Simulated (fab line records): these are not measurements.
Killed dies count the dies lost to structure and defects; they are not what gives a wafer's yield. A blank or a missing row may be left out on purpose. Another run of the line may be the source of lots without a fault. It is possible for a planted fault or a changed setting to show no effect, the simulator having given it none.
fab line records	flow sky130
[record] lots = 11	wafers = 33	lastDay = 50
route steps=708 shown CONTACT@431 METAL1@438 VIA1@458 PAD_OPEN@708
lots with no fault: from the same line, run without faults
startH: the number of hours between the record's first day and the start of the first shown wafer of the lot	waitH: hours since the lot's step before	" as in the row above	L1.1+2: one row covering several wafers at once	- no value present, or no start provided	* or withheld: withheld	< > ~ a bound
route shown NAME@n: a module of which the file shows steps, and the number in the route of the first	usual: the fault-free wafers' mean and standard deviation	same: alike in all rows	chamber/n: place in a boat	sites: each site's reading	_std_site: the values' standard deviation	_edge_site: mean of outer sites minus mean of inner sites	radiusMm: how far each site lies from the wafer's centre	mask NAME#n: copy n	behind: tool/chamber where the wafer was last shaped	hold: why the lot went on hold/how many hours it stayed there/how the hold came to an end	device: the n, p or np transistor that did not switch	end of line: the same wafers' tests at the end of the route	a step without rows: its recipe alone	killed: dies that structure and defects cost at the first sort, which is not the same as the wafer's yield	map: a wafer's dies, x killed, . not, _ none there
set.NAME: the setting the step ran with; set.NAME@STEP: the setting that earlier step ran with	model.NAME: the simulator's own value behind a step, which no gauge read
one table for each step of the route and one row for each wafer, over a sample of lots
services: from which hour (startH, from the record's first day; less than 0 if before it) a tool's chamber was out of use, for how many hours, and why
[[steps]]
[step SKY_CONTACT_RS_MEAS_25]
[recipe] thkMeasGauge = four-point-probe	reads = W_of_CONTACT_CVD_24+TiN_of_CONTACT_SPUTTER_23
[usual] CONTACT_W_RS = 0.335/0.0047
lot.wafer	tool	chamber	startH	waitH	CONTACT_W_RS[ohm/sq]
L194.1	filmMetro-03	-	752.08	0.1	0.332
L194.5	"	-	"	"	0.334
L194.6	"	-	"	"	0.336
L195.2	filmMetro-01	-	754.28	0.1	0.340
L195.4	"	-	"	"	0.337
L195.6	"	-	"	"	0.338
L200.4	filmMetro-03	-	802.76	0.1	0.332
L200.5	"	-	"	"	0.331
L200.6	"	-	"	"	0.342
L201.1	filmMetro-01	-	806.25	0.1	0.341
L201.5	"	-	"	"	0.342
L201.6	"	-	"	"	0.329
L204.3	filmMetro-04	-	826.51	0.1	0.340
L204.4	"	-	"	"	0.329
L204.5	"	-	"	"	0.339
L205.1	filmMetro-04	-	838.93	0.1	0.335
L205.2	"	-	"	"	0.338
L205.3	"	-	"	"	0.334
L206.3	filmMetro-03	-	843.94	0.2	0.334
L206.4	"	-	"	"	0.334
L206.6	"	-	"	"	0.333
L208.4	filmMetro-03	-	866.73	0.1	0.333
L208.5	"	-	"	"	0.323
L208.6	"	-	"	"	0.340
L210.1	filmMetro-01	-	873.07	0.1	0.339
L210.3	"	-	"	"	0.339
L210.5	"	-	"	"	0.338
L213.3	filmMetro-04	-	896.40	0.1	0.342
L213.4	"	-	"	"	0.331
L213.5	"	-	"	"	0.329
L215.1	filmMetro-03	-	922.81	0.1	0.336
L215.2	"	-	"	"	0.333
L215.4	"	-	"	"	0.335
[step SKY_METAL1_SPUTTER_04]
[recipe] material = TiN	targetThkNm = 70	powerW = 6500	timeS = 61.03	chamberPressurePa = 0.4
[usual] cathodeDcPowerW = 6500.0/1.2	throttleValvePct = 29.9/1.1
lot.wafer	tool	chamber	startH	waitH	cathodeDcPowerW	throttleValvePct
L194.1	pvdSputter-04	-	752.66	0.0	6500.4	30.4
L194.5	"	-	"	"	6498.7	30.6
L194.6	"	-	"	"	6500.2	30.5
L195.2	pvdSputter-01	-	754.83	0.0	6501.4	27.2
L195.4	"	-	"	"	6498.9	29.3
L195.6	"	-	"	"	6496.7	29.0
L200.4	pvdSputter-01	-	803.27	0.0	6498.9	27.2
L200.5	"	-	"	"	6499.5	27.1
L200.6	"	-	"	"	6500.3	29.4
L201.1	pvdSputter-04	-	806.83	0.0	6501.0	30.2
L201.5	"	-	"	"	6499.2	30.2
L201.6	"	-	"	"	6500.7	27.7
L204.3	pvdSputter-03	-	827.05	0.0	6498.4	30.7
L204.4	"	-	"	"	6499.2	30.7
L204.5	"	-	"	"	6500.0	30.5
L205.1	pvdSputter-03	-	839.50	0.0	6502.2	30.0
L205.2	"	-	"	"	6499.0	30.7
L205.3	"	-	"	"	6499.5	30.2
L206.3	pvdSputter-01	-	844.47	0.0	6500.1	27.0
L206.4	"	-	"	"	6499.2	30.9
L206.6	"	-	"	"	6500.2	30.6
L208.4	pvdSputter-04	-	867.26	0.0	6500.1	30.4
L208.5	"	-	"	"	6500.3	30.9
L208.6	"	-	"	"	6500.7	29.9
L210.1	pvdSputter-01	-	873.64	0.0	6499.3	29.5
L210.3	"	-	"	"	6499.0	29.3
L210.5	"	-	"	"	6499.4	28.9
L213.3	pvdSputter-04	-	896.94	0.0	6500.0	30.2
L213.4	"	-	"	"	6499.1	30.1
L213.5	"	-	"	"	6500.4	30.1
L215.1	pvdSputter-03	-	923.38	0.0	6499.4	30.3
L215.2	"	-	"	"	6499.8	29.9
L215.4	"	-	"	"	6500.7	30.9
[step SKY_METAL1_DESCUM_17]
[recipe] chemistry = O2	sourcePowerW = 150	biasPowerW = 0	pressureMtorr = 10	tempC = 40	timeS = 8
[usual] drypumpMotorCurrentA = 5.81/0.27	oesProductAu = 1.000/0.0092
lot.wafer	tool	chamber	startH	waitH	drypumpMotorCurrentA	oesProductAu	rfHoursCounterH
L194.1	rieMetal-04	0	779.79	0.0	5.55	0.997	11
L194.5	"	1	"	"	5.93	0.986	-
L194.6	"	0	"	"	5.57	0.992	-
L195.2	rieMetal-01	1	781.45	0.0	5.37	1.007	-
L195.4	"	1	"	"	5.36	1.017	-
L195.6	"	1	"	"	5.37	1.005	-
L200.4	rieMetal-04	0	830.22	0.0	5.57	1.007	-
L200.5	"	1	"	"	5.95	0.990	-
L200.6	"	0	"	"	5.56	1.009	-
L201.1	rieMetal-03	0	833.39	0.0	6.05	0.997	13
L201.5	"	1	"	"	6.03	1.005	-
L201.6	"	0	"	"	6.07	0.990	-
L204.3	rieMetal-01	0	853.85	0.0	5.98	1.006	-
L204.4	"	1	"	"	5.37	1.011	-
L204.5	"	0	"	"	5.97	1.022	-
L205.1	rieMetal-04	0	864.14	0.0	5.57	0.998	14
L205.2	"	1	"	"	5.92	0.982	4
L205.3	"	1	"	"	5.94	0.982	-
L206.3	rieMetal-01	1	869.43	0.0	5.37	1.012	-
L206.4	"	1	"	"	5.37	1.014	-
L206.6	"	1	"	"	5.37	1.001	-
L208.4	rieMetal-03	0	893.56	0.0	6.08	1.013	-
L208.5	"	1	"	"	6.00	0.999	-
L208.6	"	0	"	"	6.09	0.994	-
L210.1	rieMetal-03	1	899.49	0.0	6.01	1.007	5
L210.3	"	0	"	"	6.08	1.002	-
L210.5	"	0	"	"	6.10	1.008	-
L213.3	rieMetal-03	0	922.26	0.0	6.05	0.997	-
L213.4	"	1	"	"	6.05	0.993	-
L213.5	"	1	"	"	6.03	1.000	-
L215.1	rieMetal-03	0	948.44	0.0	6.06	0.998	20
L215.2	"	0	"	"	6.07	1.001	-
L215.4	"	0	"	"	6.08	0.999	-
[step SKY_VIA1_HDPCVD_00]
[recipe] material = SiO2	targetThkNm = 1030	sigmaOpenFrac = 0.3	timeS = 171.7	tempC = 400	sih4FlowSccm = 60	pressureMtorr = 6
[usual] runLengthS = 199.7/0.43
lot.wafer	tool	chamber	startH	waitH	runLengthS
L194.1	hdpcvd-02	2	780.56	0.0	200.6
L194.5	"	0	"	"	199.8
L194.6	"	2	"	"	200.0
L195.2	hdpcvd-01	0	782.40	0.0	199.3
L195.4	"	1	"	"	200.1
L195.6	"	2	"	"	199.8
L200.4	hdpcvd-01	0	831.11	0.1	199.3
L200.5	"	1	"	"	199.9
L200.6	"	2	"	"	200.0
L201.1	hdpcvd-01	1	834.20	0.0	200.0
L201.5	"	1	"	"	199.9
L201.6	"	0	"	"	199.2
L204.3	hdpcvd-01	0	854.66	0.0	215.7
L204.4	"	1	"	"	199.7
L204.5	"	0	"	"	216.2
L205.1	hdpcvd-02	2	864.99	0.0	199.8
L205.2	"	0	"	"	200.2
L205.3	"	1	"	"	199.7
L206.3	hdpcvd-01	0	870.37	0.0	216.0
L206.4	"	2	"	"	199.4
L206.6	"	1	"	"	200.2
L208.4	hdpcvd-02	0	894.82	0.1	200.0
L208.5	"	2	"	"	200.6
L208.6	"	1	"	"	198.7
L210.1	hdpcvd-02	1	900.27	0.0	199.6
L210.3	"	0	"	"	200.0
L210.5	"	0	"	"	200.2
L213.3	hdpcvd-02	2	923.07	0.0	200.2
L213.4	"	0	"	"	200.5
L213.5	"	2	"	"	200.2
L215.1	hdpcvd-01	2	949.54	0.0	199.8
L215.2	"	1	"	"	199.7
L215.4	"	1	"	"	199.7
[step SKY_VIA1_THK_MEAS_01]
[recipe] reads = SiO2_of_VIA1_HDPCVD_00
[usual] VIA1_HDPCVD_THK = 1029/9.2
lot.wafer	tool	chamber	startH	waitH	VIA1_HDPCVD_THK[nm]
L194.1	filmMetro-02	-	780.67	0.1	1026
L194.5	"	-	"	"	1023
L194.6	"	-	"	"	1023
L195.2	filmMetro-02	-	782.52	0.1	1023
L195.4	"	-	"	"	1028
L195.6	"	-	"	"	1042
L200.4	filmMetro-01	-	831.19	0.0	1030
L200.5	"	-	"	"	1028
L200.6	"	-	"	"	1024
L201.1	filmMetro-02	-	834.31	0.1	1010
L201.5	"	-	"	"	1032
L201.6	"	-	"	"	1019
L204.3	filmMetro-02	-	854.79	0.1	1142
L204.4	"	-	"	"	1026
L204.5	"	-	"	"	1126
L205.1	filmMetro-04	-	865.10	0.1	1026
L205.2	"	-	"	"	1021
L205.3	"	-	"	"	1037
L206.3	filmMetro-04	-	870.50	0.1	1125
L206.4	"	-	"	"	1029
L206.6	"	-	"	"	1021
L208.4	filmMetro-02	-	894.90	0.0	1016
L208.5	"	-	"	"	1022
L208.6	"	-	"	"	1024
L210.1	filmMetro-02	-	900.39	0.1	1047
L210.3	"	-	"	"	1028
L210.5	"	-	"	"	1022
L213.3	filmMetro-04	-	923.20	0.1	1017
L213.4	"	-	"	"	1022
L213.5	"	-	"	"	1034
L215.1	filmMetro-02	-	949.65	0.1	1031
L215.2	"	-	"	"	1035
L215.4	"	-	"	"	1014
[step SKY_PAD_OPEN_PROBE_99]
[usual] defectLimitedYield = 82.1/1.9	killed_at_M0_to_M3 = 45/6.8	killed_at_M4_up = 3.0/1.7	killedAtContacts = 25/5.7	killedAtFrontEnd = 15/4.6	killedAtOther = 0.3/0.66	killedDies = 88/9.5	killedOpen = 48/7.3	killedShort = 39/6.5	sort_bin_3_pad_short = 0.9/0.47	sort_bin_5_function = 10.6/1.5	sort_bin_6_memory = 6.4/1.2	sortNPass = 404/9.5	sortYieldPct = 82.1/1.9
[same] grossDies = 492	killedAtBackSide = 0	sort_bin_4_leakage[%] = 0	sort_bin_8_speed[%] = 0
lot.wafer	tool	chamber	startH	waitH	defectLimitedYield[%]	killed_at_M0_to_M3	killed_at_M4_up	killedAtContacts	killedAtFrontEnd	killedAtOther	killedDies	killedOpen	killedShort	sort_bin_3_pad_short[%]	sort_bin_5_function[%]	sort_bin_6_memory[%]	sortNPass	sortYieldPct[%]
L194.1	prober-01	-	1088.20	0.1	79.9	47	5	21	26	0	99	59	40	1.4	12.6	6.1	393	79.9
L194.5	prober-01	-	1088.40	0.2	84.1	42	3	18	15	0	78	43	34	0	9.6	6.3	414	84.1
L194.6	prober-01	-	1088.45	0.2	84.1	44	1	25	7	1	78	43	34	0.4	8.1	7.3	414	84.1
L195.2	prober-01	-	1088.63	0.1	82.7	42	2	22	19	0	85	48	37	1.2	9.3	6.7	407	82.7
L195.4	prober-01	-	1088.73	0.2	84.1	43	2	19	14	0	78	42	35	0.2	9.8	5.9	414	84.1
L195.6	prober-01	-	1088.83	0.2	86.0	34	1	21	13	0	69	41	27	0.4	7.7	5.9	423	86.0
L200.4	prober-02	-	1126.55	0.2	83.1	40	1	24	18	0	83	43	38	1.6	10.8	4.5	409	83.1
L200.5	prober-02	-	1126.60	0.2	81.3	51	4	22	15	0	92	42	49	0.8	12.0	5.9	400	81.3
L200.6	prober-02	-	1126.65	0.2	80.1	42	6	28	22	0	98	51	46	0.6	11.8	7.5	394	80.1
L201.1	prober-01	-	1128.19	0.1	82.3	45	6	23	13	0	87	42	44	1.6	10.8	5.3	405	82.3
L201.5	prober-01	-	1128.39	0.2	82.3	43	3	33	8	0	87	49	38	0.8	11.6	5.3	405	82.3
L201.6	prober-01	-	1128.44	0.2	84.8	39	2	19	15	0	75	43	31	1.2	7.7	6.3	417	84.8
L204.3	prober-02	-	1142.40	0.2	82.9	40	3	26	15	0	84	50	34	1.0	8.3	7.7	408	82.9
L204.4	prober-02	-	1142.45	0.2	80.1	45	3	29	21	0	98	51	47	2.0	12.0	5.9	394	80.1
L204.5	prober-02	-	1142.50	0.2	81.7	42	2	28	18	0	90	49	41	1.4	8.9	7.9	402	81.7
L205.1	prober-01	-	1151.30	0.1	84.3	35	2	26	14	0	77	38	39	0.2	12.0	3.5	415	84.3
L205.2	prober-01	-	1151.35	0.1	83.5	52	2	15	12	0	81	38	43	1.6	8.9	5.9	411	83.5
L205.3	prober-01	-	1151.40	0.2	80.1	48	4	28	17	1	98	54	44	0.8	11.2	7.9	394	80.1
L206.3	prober-02	-	1154.20	0.2	84.3	38	0	21	18	0	77	41	36	0.8	8.9	5.9	415	84.3
L206.4	prober-02	-	1154.25	0.2	84.6	33	0	27	16	0	76	40	36	0.4	9.6	5.5	416	84.6
L206.6	prober-02	-	1154.35	0.2	80.9	56	0	20	17	1	94	59	35	0.6	11.4	7.1	398	80.9
L208.4	prober-02	-	1170.75	0.2	83.3	40	2	22	16	2	82	44	35	0.6	8.7	7.3	410	83.3
L208.5	prober-02	-	1170.80	0.2	84.1	37	1	24	14	2	78	41	32	0.8	9.8	5.3	414	84.1
L208.6	prober-02	-	1170.85	0.2	79.3	47	1	24	26	4	102	55	43	0.8	11.6	8.3	390	79.3
L210.1	prober-02	-	1174.81	0.1	83.9	43	2	24	10	0	79	39	38	0.4	9.3	6.3	413	83.9
L210.3	prober-02	-	1174.91	0.2	79.9	41	5	32	21	0	99	51	47	1.0	12.2	6.9	393	79.9
L210.5	prober-02	-	1175.01	0.2	80.3	50	4	27	16	0	97	49	48	1.0	11.4	7.3	395	80.3
L213.3	prober-01	-	1191.00	0.2	81.1	47	6	29	11	0	93	55	38	1.0	11.6	6.3	399	81.1
L213.4	prober-01	-	1191.05	0.2	81.7	51	4	26	8	1	90	45	45	0.6	10.0	7.7	402	81.7
L213.5	prober-01	-	1191.10	0.2	78.0	63	2	32	11	0	108	61	47	1.0	13.0	7.9	384	78.0
L215.1	prober-02	-	1205.81	0.1	82.7	51	2	24	8	0	85	48	37	0.8	10.6	5.9	407	82.7
L215.2	prober-02	-	1205.86	0.1	80.7	54	1	20	20	0	95	62	33	1.4	10.8	7.1	397	80.7
L215.4	prober-02	-	1205.96	0.2	84.1	44	2	18	14	0	78	49	29	0.6	9.6	5.7	414	84.1
// killed by level:class
L194.1 CONTACT:geometricParticle:open=11 VIA2:geometricParticle:open=10 VIA1:geometricParticle:open=9 METAL2:geometricParticle:short=8 FIELD_ISO:geometricParticle:open=6 POLY_GATE:geometricParticle:open=6 FIELD_ISO:geometricParticle:short=5 VIA1:geometricParticle:short=5
L194.5 VIA1:geometricParticle:open=10 LI_CONTACT:geometricParticle:open=9 VIA3:geometricParticle:open=8 METAL2:geometricParticle:short=6 FIELD_ISO:geometricParticle:short=5 CONTACT:geometricParticle:open=5 VIA1:geometricParticle:short=4 VIA3:geometricParticle:short=4
L194.6 VIA1:geometricParticle:open=11 CONTACT:geometricParticle:open=9 CONTACT:geometricParticle:short=8 VIA3:geometricParticle:open=8 LI_CONTACT:geometricParticle:open=5 VIA2:geometricParticle:open=5 METAL1:geometricParticle:short=4 VIA2:geometricParticle:short=4
L195.2 VIA1:geometricParticle:open=16 LI_CONTACT:geometricParticle:open=9 CONTACT:geometricParticle:open=6 VIA1:geometricParticle:short=6 FIELD_ISO:geometricParticle:open=5 METAL1:geometricParticle:short=5 FIELD_ISO:geometricParticle:short=4 POLY_GATE:geometricParticle:short=4
L195.4 VIA1:geometricParticle:open=11 CONTACT:geometricParticle:open=7 METAL1:geometricParticle:short=6 VIA3:geometricParticle:open=6 FIELD_ISO:geometricParticle:open=5 FIELD_ISO:geometricParticle:short=4 VIA2:geometricParticle:open=4 VIA2:geometricParticle:short=4
L195.6 VIA1:geometricParticle:open=8 LI_CONTACT:geometricParticle:open=7 CONTACT:geometricParticle:open=6 VIA3:geometricParticle:open=6 FIELD_ISO:geometricParticle:open=5 FIELD_ISO:geometricParticle:short=4 VIA1:geometricParticle:short=4 LOCAL_INTERCONNECT:geometricParticle:short=4
L200.4 VIA1:geometricParticle:open=12 CONTACT:geometricParticle:open=6 FIELD_ISO:geometricParticle:open=5 FIELD_ISO:geometricParticle:short=5 LI_CONTACT:geometricParticle:open=5 METAL1:geometricParticle:short=5 VIA1:geometricParticle:short=5 VIA2:geometricParticle:open=4
L200.5 LI_CONTACT:geometricParticle:open=8 VIA1:geometricParticle:short=8 VIA1:geometricParticle:open=8 VIA2:geometricParticle:open=8 CONTACT:geometricParticle:open=7 METAL1:geometricParticle:short=7 POLY_GATE:geometricParticle:short=5 METAL2:geometricParticle:short=5
L200.6 FIELD_ISO:geometricParticle:short=10 VIA1:geometricParticle:open=10 LI_CONTACT:geometricParticle:open=9 CONTACT:geometricParticle:open=8 VIA1:geometricParticle:short=7 FIELD_ISO:geometricParticle:open=5 POLY_GATE:geometricParticle:open=4 LI_CONTACT:geometricParticle:short=4
L201.1 METAL1:geometricParticle:short=10 CONTACT:geometricParticle:open=9 VIA1:geometricParticle:open=8 METAL4:geometricParticle:short=6 VIA2:geometricParticle:open=6 POLY_GATE:geometricParticle:short=5 LI_CONTACT:geometricParticle:open=5 METAL2:geometricParticle:short=5
L201.5 VIA1:geometricParticle:open=16 CONTACT:geometricParticle:short=11 CONTACT:geometricParticle:open=10 LI_CONTACT:geometricParticle:open=8 VIA2:geometricParticle:open=5 METAL1:geometricParticle:short=4 VIA3:geometricParticle:short=4 SPACER:geometricParticle:short=3
L201.6 VIA2:geometricParticle:open=11 VIA1:geometricParticle:open=8 POLY_GATE:geometricParticle:open=5 CONTACT:geometricParticle:open=5 CONTACT:geometricParticle:short=5 LOCAL_INTERCONNECT:geometricParticle:short=4 POLY_GATE:geometricParticle:short=3 VIA1:geometricParticle:short=3
L204.3 VIA1:geometricParticle:open=11 CONTACT:geometricParticle:open=7 VIA1:geometricParticle:short=7 VIA2:geometricParticle:open=7 POLY_GATE:geometricParticle:open=6 LOCAL_INTERCONNECT:geometricParticle:short=6 VIA3:geometricParticle:open=5 CONTACT:geometricParticle:short=4
L204.4 CONTACT:geometricParticle:open=11 VIA1:geometricParticle:open=9 METAL2:geometricParticle:short=7 LI_CONTACT:geometricParticle:open=6 VIA3:geometricParticle:open=6 VIA1:geometricParticle:short=6 POLY_GATE:geometricParticle:short=5 LOCAL_INTERCONNECT:geometricParticle:short=5
L204.5 VIA2:geometricParticle:open=9 VIA1:geometricParticle:open=9 VIA1:geometricParticle:short=8 CONTACT:geometricParticle:open=7 LI_CONTACT:geometricParticle:open=6 LOCAL_INTERCONNECT:geometricParticle:short=6 CONTACT:geometricParticle:short=5 VIA3:geometricParticle:open=5
L205.1 CONTACT:geometricParticle:open=12 METAL1:geometricParticle:short=6 VIA1:geometricParticle:open=6 VIA1:geometricParticle:short=5 VIA2:geometricParticle:open=5 POLY_GATE:geometricParticle:short=4 LI_CONTACT:geometricParticle:open=4 CONTACT:geometricParticle:short=4
L205.2 VIA1:geometricParticle:open=10 VIA2:geometricParticle:open=9 CONTACT:geometricParticle:open=6 METAL1:geometricParticle:short=6 VIA3:geometricParticle:short=6 FIELD_ISO:geometricParticle:short=5 METAL2:geometricParticle:short=5 VIA3:geometricParticle:open=5
L205.3 VIA1:geometricParticle:open=11 VIA2:geometricParticle:open=10 CONTACT:geometricParticle:open=8 CONTACT:geometricParticle:short=8 POLY_GATE:geometricParticle:open=6 VIA3:geometricParticle:open=6 LI_CONTACT:geometricParticle:short=6 FIELD_ISO:geometricParticle:open=4
L206.3 VIA2:geometricParticle:open=8 VIA1:geometricParticle:short=8 CONTACT:geometricParticle:open=7 VIA1:geometricParticle:open=7 FIELD_ISO:geometricParticle:short=5 LI_CONTACT:geometricParticle:open=5 LOCAL_INTERCONNECT:geometricParticle:short=5 VIA3:geometricParticle:open=5
L206.4 CONTACT:geometricParticle:open=10 METAL1:geometricParticle:short=7 LI_CONTACT:geometricParticle:open=7 VIA2:geometricParticle:open=7 VIA1:geometricParticle:open=6 LOCAL_INTERCONNECT:geometricParticle:short=5 CONTACT:geometricParticle:short=5 FIELD_ISO:geometricParticle:short=4
L206.6 VIA1:geometricParticle:open=13 VIA3:geometricParticle:open=10 LI_CONTACT:geometricParticle:open=8 VIA2:geometricParticle:open=7 METAL1:geometricParticle:short=7 CONTACT:geometricParticle:open=6 VIA1:geometricParticle:short=6 FIELD_ISO:geometricParticle:open=4
L208.4 VIA1:geometricParticle:open=8 VIA2:geometricParticle:open=7 LI_CONTACT:geometricParticle:open=6 CONTACT:geometricParticle:short=6 POLY_GATE:geometricParticle:short=5 CONTACT:geometricParticle:open=5 METAL1:geometricParticle:short=5 VIA1:geometricParticle:short=5
L208.5 LI_CONTACT:geometricParticle:open=9 VIA2:geometricParticle:open=9 POLY_GATE:geometricParticle:open=6 VIA1:geometricParticle:short=6 FIELD_ISO:geometricParticle:short=4 LOCAL_INTERCONNECT:geometricParticle:short=4 CONTACT:geometricParticle:open=4 METAL1:geometricParticle:short=4
L208.6 VIA1:geometricParticle:open=13 LI_CONTACT:geometricParticle:open=9 FIELD_ISO:geometricParticle:open=7 FIELD_ISO:geometricParticle:short=7 VIA3:geometricParticle:open=7 VIA3:geometricParticle:short=7 CONTACT:geometricParticle:open=5 VIA1:geometricParticle:short=5
L210.1 METAL1:geometricParticle:short=8 LI_CONTACT:geometricParticle:open=6 METAL2:geometricParticle:short=6 VIA3:geometricParticle:open=6 CONTACT:geometricParticle:open=5 VIA1:geometricParticle:short=5 CONTACT:geometricParticle:short=5 VIA1:geometricParticle:open=5
L210.3 LI_CONTACT:geometricParticle:open=13 CONTACT:geometricParticle:open=10 POLY_GATE:geometricParticle:open=7 METAL1:geometricParticle:short=7 VIA1:geometricParticle:short=7 FIELD_ISO:geometricParticle:short=6 VIA2:geometricParticle:open=4 LOCAL_INTERCONNECT:geometricParticle:short=4
L210.5 VIA1:geometricParticle:open=15 LI_CONTACT:geometricParticle:open=8 CONTACT:geometricParticle:open=8 METAL1:geometricParticle:short=6 POLY_GATE:geometricParticle:short=5 VIA1:geometricParticle:short=5 METAL2:geometricParticle:short=5 FIELD_ISO:geometricParticle:short=4
L213.3 VIA1:geometricParticle:open=15 CONTACT:geometricParticle:open=14 LI_CONTACT:geometricParticle:open=8 VIA1:geometricParticle:short=7 METAL1:geometricParticle:short=6 VIA2:geometricParticle:short=6 VIA2:geometricParticle:open=5 FIELD_ISO:geometricParticle:open=4
L213.4 VIA1:geometricParticle:open=14 CONTACT:geometricParticle:short=8 CONTACT:geometricParticle:open=7 METAL1:geometricParticle:short=7 VIA1:geometricParticle:short=7 LI_CONTACT:geometricParticle:open=5 VIA3:geometricParticle:open=5 LOCAL_INTERCONNECT:geometricParticle:short=5
L213.5 VIA1:geometricParticle:open=15 LI_CONTACT:geometricParticle:open=9 CONTACT:geometricParticle:short=8 VIA2:geometricParticle:open=8 VIA3:geometricParticle:open=8 CONTACT:geometricParticle:open=7 LOCAL_INTERCONNECT:geometricParticle:short=6 VIA2:geometricParticle:short=5
L215.1 VIA1:geometricParticle:open=17 LI_CONTACT:geometricParticle:open=8 CONTACT:geometricParticle:open=6 METAL2:geometricParticle:short=6 VIA2:geometricParticle:open=5 LOCAL_INTERCONNECT:geometricParticle:short=4 METAL1:geometricParticle:short=4 VIA1:geometricParticle:short=4
L215.2 VIA1:geometricParticle:open=21 VIA2:geometricParticle:open=11 POLY_GATE:geometricParticle:open=8 LI_CONTACT:geometricParticle:open=7 POLY_GATE:geometricParticle:short=6 CONTACT:geometricParticle:open=6 METAL1:geometricParticle:short=4 METAL2:geometricParticle:short=4
L215.4 VIA1:geometricParticle:open=14 VIA3:geometricParticle:open=9 LI_CONTACT:geometricParticle:open=8 METAL2:geometricParticle:short=6 VIA1:geometricParticle:short=5 FIELD_ISO:geometricParticle:open=4 POLY_GATE:geometricParticle:short=3 POLY_GATE:geometricParticle:open=3
[[services]]
tool	chamber	startH	hours	kind
hdpcvd-01	2	730.26	2.6	repair
hdpcvd-02	-	731.87	0.3	repair
rieMetal-03	0	740.67	16.3	repair
hdpcvd-01	-	741.44	1.1	repair
rieMetal-01	0	752.05	7.9	repair
hdpcvd-02	2	757.59	21.5	repair
rieMetal-03	1	759.78	-	clean
rieMetal-01	0	776.36	7.6	repair
rieMetal-01	1	777.41	3.8	repair
rieMetal-01	1	782.80	6.0	repair
hdpcvd-02	-	792.33	0.6	repair
rieMetal-04	-	794.54	2.8	pm
pvdSputter-03	-	801.55	6.2	repair
rieMetal-03	-	809.05	0.2	repair
pvdSputter-04	-	826.34	2.9	repair
pvdSputter-01	-	851.15	2.5	repair
rieMetal-01	0	863.65	46.6	repair
rieMetal-04	0	884.09	6.3	repair
rieMetal-01	1	887.43	10.9	repair
hdpcvd-01	-	893.23	5.5	pm
rieMetal-04	1	904.68	99.6	repair
rieMetal-03	1	936.64	28.2	repair
hdpcvd-01	-	939.35	4.3	pm
hdpcvd-02	-	944.93	6.0	pm
[[key]]
[firstSign] step = SKY_VIA1_HDPCVD_00	reading = runLengthS	direction = up	sigmas = 38	usual = *	struck = *
[effect] step = SKY_VIA1_THK_MEAS_01	reading = VIA1_HDPCVD_THK	direction = up	sigmas = 11	usual = 1029	struck = 1131
metAt SKY_VIA1_HDPCVD_00
struckLots L204,L206
struckWafers L204.3,L204.5,L206.3
notActingAt SKY_CONTACT_RS_MEAS_25,SKY_METAL1_SPUTTER_04,SKY_METAL1_DESCUM_17
onsetBetween 834.20 854.66
[fault] kind = processParameterDrift	tool = hdpcvd-01	chamber = 0	onsetH = 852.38	steps = SKY_VIA1_HDPCVD_00	channel = timeS	offset = *	shape = step	endH = 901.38	actsIn = *	stated = *
